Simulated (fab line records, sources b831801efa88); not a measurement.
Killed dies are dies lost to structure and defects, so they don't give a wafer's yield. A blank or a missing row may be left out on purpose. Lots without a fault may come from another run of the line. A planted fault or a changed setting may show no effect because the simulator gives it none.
fab line records | flow gf180mcu
record lots=5 wafers=15 last_day=32
route steps=602 shown M4@475 V4@476
lots that met no fault: from a run of the same line without faults
start_h: hours from the record's first day to the start of the lot's first wafer shown | wait_h: hours since the lot's step before | " the same as in the row above | L1.1+2: a row that stands for several wafers | - no value, or no start given | * or withheld: withheld | < > ~ a bound
route shown NAME@n: a module of which the file shows steps, and the number in the route of the first | usual: mean/standard deviation of fault-free wafers | same: alike in all rows | chamber/n: place in a boat | sites: the reading at each site | _std_site: their standard deviation | _edge_site: outer sites' mean less inner sites' | radius_mm: how far each site lies from the wafer's centre | mask NAME#n: copy n | behind: the tool/chamber that last shaped the wafer | hold: why the lot was held/for how many hours/how that ended | device: the transistor (n, p or np) that didn't switch | end of line: the same wafers' tests at the end of the route | a step without rows: its recipe alone | killed: dies lost to structure and defects at the first sort, not the wafer's yield | map: a wafer's dies, x killed, . not, _ none there
set.NAME: the setting as run; set.NAME@STEP: as run at that earlier step | model.NAME: the simulator's own value behind a step, which no gauge read
lots at some steps of the route; a table a step, a row a wafer
services: from which hour (start_h, from the record's first day; less than 0 if before it) a tool's chamber was out of use, for how many hours, and why
## steps
# step GF_M4_CLEAN_19
# recipe chemistry=DIW dry=n2_spin
# step GF_V4_CVD_00
# recipe material=SiO2 target_thk_nm=600 sigma_open_frac=0.3 temp_c=400 time_s=100 sih4_flow_sccm=60 pressure_mtorr=6
# step GF_V4_THK_MEAS_01
# recipe reads=SiO2_of_V4_CVD_00
# usual V4_CVD_00_THK=604/8.5
# columns lot.wafer tool chamber start_h wait_h V4_CVD_00_THK[nm]
L825.2 film_metro-01 - 538.23 0.0 604
L825.4 " - " " 610
L825.6 " - " " 604
L827.4 film_metro-01 - 556.74 0.0 596
L827.5 " - " " 597
L827.6 " - " " 594
L831.2 film_metro-04 - 592.46 0.0 609
L831.4 " - " " 611
L831.6 " - " " 612
L836.1 film_metro-01 - 624.94 0.0 615
L836.2 " - " " 608
L836.6 " - " " 608
L839.2 film_metro-01 - 649.74 0.0 605
L839.3 " - " " 601
L839.6 " - " " 602
# step GF_V4_CVD_02
# recipe material=SiO2 target_thk_nm=850 precursor=TEOS temp_c=400 time_s=94.851 rf_w=600
# usual heater_power_w=697/140
# same time_s=94.851
# columns lot.wafer tool chamber start_h wait_h heater_power_w
L825.2 pecvd-01 1 538.28 0.0 639
L825.4 " 2 " " 919
L825.6 " 0 " " 649
L827.4 pecvd-01 1 556.80 0.1 659
L827.5 " 2 " " 728
L827.6 " 0 " " 618
L831.2 pecvd-04 1 592.51 0.0 534
L831.4 " 0 " " 687
L831.6 " 2 " " 821
L836.1 pecvd-01 0 625.00 0.1 686
L836.2 " 1 " " 655
L836.6 " 1 " " 685
L839.2 pecvd-02 0 649.79 0.0 769
L839.3 " 2 " " 664
L839.6 " 2 " " 722
# step GF_V4_THK_MEAS_03
# recipe reads=SiO2_of_V4_CVD_02
# usual V4_CVD_02_THK=850/11
# columns lot.wafer tool chamber start_h wait_h V4_CVD_02_THK[nm]
L825.2 film_metro-04 - 538.36 0.0 829
L825.4 " - " " 866
L825.6 " - " " 865
L827.4 film_metro-02 - 556.87 0.0 854
L827.5 " - " " 860
L827.6 " - " " 858
L831.2 film_metro-02 - 592.59 0.0 839
L831.4 " - " " 856
L831.6 " - " " 844
L836.1 film_metro-04 - 625.07 0.0 837
L836.2 " - " " 838
L836.6 " - " " 845
L839.2 film_metro-04 - 649.86 0.0 841
L839.3 " - " " 825
L839.6 " - " " 837
# step GF_V4_CMP_04
# recipe material=SiO2 down_force_psi=4 platen_rpm=60 pad_velocity_m_s=0.94248
# usual motor_current_A=11.8/1 retaining_ring_pressure_frac=1.000/0.0051 time_to_endpoint_s=77/5.8
# columns lot.wafer tool chamber start_h wait_h motor_current_A retaining_ring_pressure_frac time_to_endpoint_s
L825.2 cmp-01 2 538.55 0.2 13.8 0.995 80
L825.4 " 0 " " 11.4 1.011 91
L825.6 " 3 " " 13.1 1.000 92
L827.4 cmp-02 2 557.17 0.3 12.3 0.994 80
L827.6 " 0 " " 10.4 1.001 82
L827.5 " 1 " " 12.1 0.998 79
L831.2 cmp-02 1 592.69 0.1 11.7 0.990 71
L831.4 " 3 " " 11.2 0.999 77
L831.6 " 1 " " 11.7 0.991 74
L836.1 cmp-02 0 625.23 0.1 9.6 1.005 70
L836.2 " 1 " " 11.9 0.994 71
L836.6 " 2 " " 12.7 1.003 75
L839.3 cmp-01 0 650.01 0.1 11.8 1.009 72
L839.2 " 1 " " 11.1 0.999 70
L839.6 " 3 " " 12.1 0.994 72
# step GF_V4_BOW_MEAS_05
# recipe mode=bow
# usual V4_BOW=134/9.3
# columns lot.wafer tool chamber start_h wait_h V4_BOW[um]
L825.2 film_metro-04 - 538.87 0.3 137
L825.4 " - " " 138
L825.6 " - " " 132
L827.4 film_metro-01 - 557.43 0.2 129
L827.5 " - " " 133
L827.6 " - " " 130
L831.2 film_metro-04 - 592.96 0.2 147
L831.4 " - " " 138
L831.6 " - " " 131
L836.1 film_metro-01 - 625.43 0.1 123
L836.2 " - " " 112
L836.6 " - " " 113
L839.2 film_metro-02 - 650.23 0.1 149
L839.3 " - " " 155
L839.6 " - " " 156
# step GF_V4_DEHYDRATE_06
# recipe temp_c=200 time_s=60
# step GF_V4_HMDS_07
# recipe prime_time_s=60 prime_temp_c=120
# step GF_V4_COAT_08
# recipe resist=BARC temp_c=withheld time_s=withheld spin_rpm=withheld resist_thk_nm=withheld
# step GF_V4_COAT_09
# recipe resist=KrF spin_rpm=withheld resist_thk_nm=1000
# step GF_V4_SOFTBAKE_10
# recipe temp_c=130 time_s=60 resist=KrF
# step GF_V4_EXPOSE_11
# recipe mask_id=Via4 target_cd_nm=260 na=0.68 source_shape=conventional sigma_outer=0.6 dose_mj=38
# columns lot.wafer tool chamber start_h wait_h mask
L825.2+4+6 krf_scanner-02 0 550.40 - Via4#0
L827.4+5+6 krf_scanner-02 0 568.77 - Via4#0
L831.2+4+6 krf_scanner-01 0 603.99 - Via4#0
L836.1+2+6 krf_scanner-02 0 635.17 - Via4#0
L839.2+3+6 krf_scanner-02 0 660.07 - Via4#0
# step GF_V4_PEB_12
# recipe peb_temp_c=135 peb_time_s=90 resist=KrF
# step GF_V4_DEVELOP_13
# recipe develop_time_s=60 resist=KrF dev_temp_c=21
# step GF_V4_CD_MEAS_14
# recipe target_cd_nm=260
# usual cd_nm=260.4/1.3
# columns lot.wafer tool chamber start_h wait_h cd_nm
L825.2 cd_sem-02 - 560.92 0.1 258.9
L825.4 " - " " 260.1
L825.6 " - " " 258.6
L827.4 cd_sem-02 - 579.60 0.1 260.6
L827.5 " - " " 260.6
L827.6 " - " " 260.4
L831.2 cd_sem-02 - 614.36 0.1 260.2
L831.4 " - " " 260.4
L831.6 " - " " 261.7
L836.1 cd_sem-02 - 645.20 0.2 260.1
L836.2 " - " " 260.2
L836.6 " - " " 259.8
L839.2 cd_sem-02 - 669.27 0.1 262.4
L839.3 " - " " 269.0
L839.6 " - " " 260.6
# step GF_V4_OVL_MEAS_15
# usual V4_OVL=-4/5.6
# columns lot.wafer tool chamber start_h wait_h V4_OVL[nm]
L825.2 overlay-02 - 561.03 0.1 -12
L825.4 " - " " -11
L825.6 " - " " -10
L827.4 overlay-02 - 579.68 0.1 9
L827.5 " - " " -2
L827.6 " - " " 2
L831.2 overlay-02 - 614.47 0.1 0
L831.4 " - " " -5
L831.6 " - " " -4
L836.1 overlay-02 - 645.32 0.1 -9
L836.2 " - " " -2
L836.6 " - " " 6
L839.2 overlay-01 - 669.38 0.1 4
L839.3 " - " " -4
L839.6 " - " " 2
# step GF_V4_ETCH_16
# recipe chemistry=N2/H2 target_depth_a=withheld overetch_a=withheld time_s=withheld target=BARC ion_energy_ev=200 source_w=500 bias_w=100 pressure_mtorr=30 n2_flow_sccm=100 h2_flow_sccm=200
# usual drypump_motor_current_A=5.8/0.42 oes_product_au=0.854/0.0049 throttle_valve_pct=13.225/0.0088
# columns lot.wafer tool chamber start_h wait_h drypump_motor_current_A oes_product_au throttle_valve_pct model.V4.cd_nm
L825.2 rie_diel-03 2 561.06 0.0 6.4 0.853 13.208 259.6
L825.4 " 2 " " 6.4 0.847 13.225 260.8
L825.6 " 3 " " 5.7 0.848 13.215 259.7
L827.4 rie_diel-02 1 579.70 0.0 6.3 0.859 13.212 261.1
L827.5 " 1 " " 6.3 0.857 13.223 261.2
L827.6 " 0 " " 6.0 0.852 13.227 260.4
L831.2 rie_diel-01 1 614.50 0.0 5.1 0.848 13.222 259.5
L831.4 " 3 " " 6.0 0.849 13.231 260.2
L831.6 " 2 " " 5.6 0.848 13.228 261.5
L836.1 rie_diel-02 0 645.35 0.0 6.0 0.853 13.223 259.4
L836.2 " 1 " " 6.3 0.849 13.230 261.3
L836.6 " 0 " " 6.0 0.851 13.238 259.4
L839.2 rie_diel-02 1 669.41 0.0 6.3 0.858 13.225 262.6
L839.3 " 3 " " 6.2 0.858 13.225 269.7
L839.6 " 3 " " 6.2 0.848 13.223 261.5
# step GF_V4_ETCH_17
# recipe chemistry=C4F8/O2/Ar mask_material=KrF target=SiO2 stop_on=TiN source_w=1500 bias_w=1200 pressure_mtorr=40 c4f8_flow_sccm=withheld O2_flow_sccm=6 Ar_flow_sccm=300 time_s=withheld target_depth_a=6300
# usual oes_product_au=0.856/0.0048
# columns lot.wafer tool chamber start_h wait_h oes_product_au model.V4.cd_nm
L825.2 rie_diel-03 2 - - 0.857 259.8
L825.4 " 2 " " 0.858 260.8
L825.6 " 3 " " 0.857 259.6
L827.4 rie_diel-02 1 - - 0.851 260.8
L827.5 " 1 " " 0.850 260.3
L827.6 " 0 " " 0.857 259.9
L831.2 rie_diel-01 1 - - 0.856 259.3
L831.4 " 3 " " 0.854 259.8
L831.6 " 2 " " 0.851 261.7
L836.1 rie_diel-02 0 - - 0.853 259.4
L836.2 " 1 " " 0.849 261.6
L836.6 " 0 " " 0.860 259.2
L839.2 rie_diel-02 1 - - 0.865 262.6
L839.3 " 3 " " 0.860 269.7
L839.6 " 3 " " 0.862 261.2
# step GF_V4_STRIP_18
# recipe chemistry=O2/N2 power_w=1400 pressure_mtorr=1500 platen_temp_c=250 o2_flow_sccm=3000 n2_flow_sccm=300 overash_fraction=0.5
# usual drypump_motor_current_A=5.9/0.47 heater_power_w=328/23 oes_product_au=0.593/0.0044
# same overash_fraction=0.5
# columns lot.wafer tool chamber start_h wait_h drypump_motor_current_A heater_power_w oes_product_au rf_hours_counter_h
L825.2 plasma_asher-02 1 561.19 - 5.9 320 0.598 95
L825.4 " 1 " " 5.9 320 0.596 -
L825.6 " 1 " " 5.9 327 0.589 -
L827.4 plasma_asher-03 1 579.86 - 6.7 348 0.588 -
L827.5 " 1 " " 6.7 372 0.593 -
L827.6 " 0 " " 5.5 303 0.589 -
L831.2 plasma_asher-02 1 614.63 - 5.9 319 0.590 100
L831.4 " 1 " " 5.9 318 0.596 -
L831.6 " 1 " " 5.9 322 0.591 -
L836.1 plasma_asher-03 0 645.48 - 5.5 305 0.587 85
L836.2 " 1 " " 6.7 360 0.588 85
L836.6 " 1 " " 6.7 362 0.599 -
L839.2 plasma_asher-04 0 669.54 - 5.4 305 0.597 26
L839.3 " 0 " " 5.4 303 0.597 -
L839.6 " 0 " " 5.4 310 0.604 -
## services
# columns tool chamber start_h hours kind
cmp-01 - 521.44 15.3 repair
pecvd-04 0 535.76 5.3 repair
cmp-02 - 536.79 5.6 pm
krf_scanner-01 - 541.31 0.8 pm
cmp-02 - 541.67 3.1 repair
cmp-01 - 547.28 1.4 repair
pecvd-04 0 549.96 5.3 repair
pecvd-02 - 551.30 0.6 repair
krf_scanner-01 - 557.44 1.3 pm
rie_diel-03 1 560.09 9.3 repair
plasma_asher-02 - 561.68 1.5 repair
plasma_asher-02 - 561.79 3.4 repair
cmp-01 - 572.00 4.0 pm
cmp-02 - 575.73 3.0 repair
cmp-02 - 582.23 8.2 pm
pecvd-01 - 591.12 14.0 pm
rie_diel-01 0 597.73 5.1 repair
krf_scanner-02 - 600.38 1.3 pm
rie_diel-02 - 615.40 2.8 pm
plasma_asher-03 - 615.71 10.0 repair
plasma_asher-02 - 644.12 1.4 repair
krf_scanner-02 - 645.26 1.0 pm
cmp-01 - 661.62 0.8 repair
rie_diel-02 0 663.37 16.4 repair
## key
first_sign step=GF_V4_CD_MEAS_14 reading=cd_nm direction=up sigmas=2.8 usual=260.4 struck=264.0
effect none on later readings
model_effect step=GF_V4_ETCH_16 value=V4.cd_nm without=258.4 struck=264.6
model_effect step=GF_V4_ETCH_17 value=V4.cd_nm without=258.3 struck=264.5
met_at GF_V4_EXPOSE_11
struck_wafers L839.2,L839.3,L839.6
onset_between 635.17 660.07
also_fits time
fault kind=process_parameter_drift tool=krf_scanner-02 chamber=- onset_h=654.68 steps=GF_V4_EXPOSE_11 channel=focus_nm offset=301 spread_by_wafer=0.3 shape=step end_h=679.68
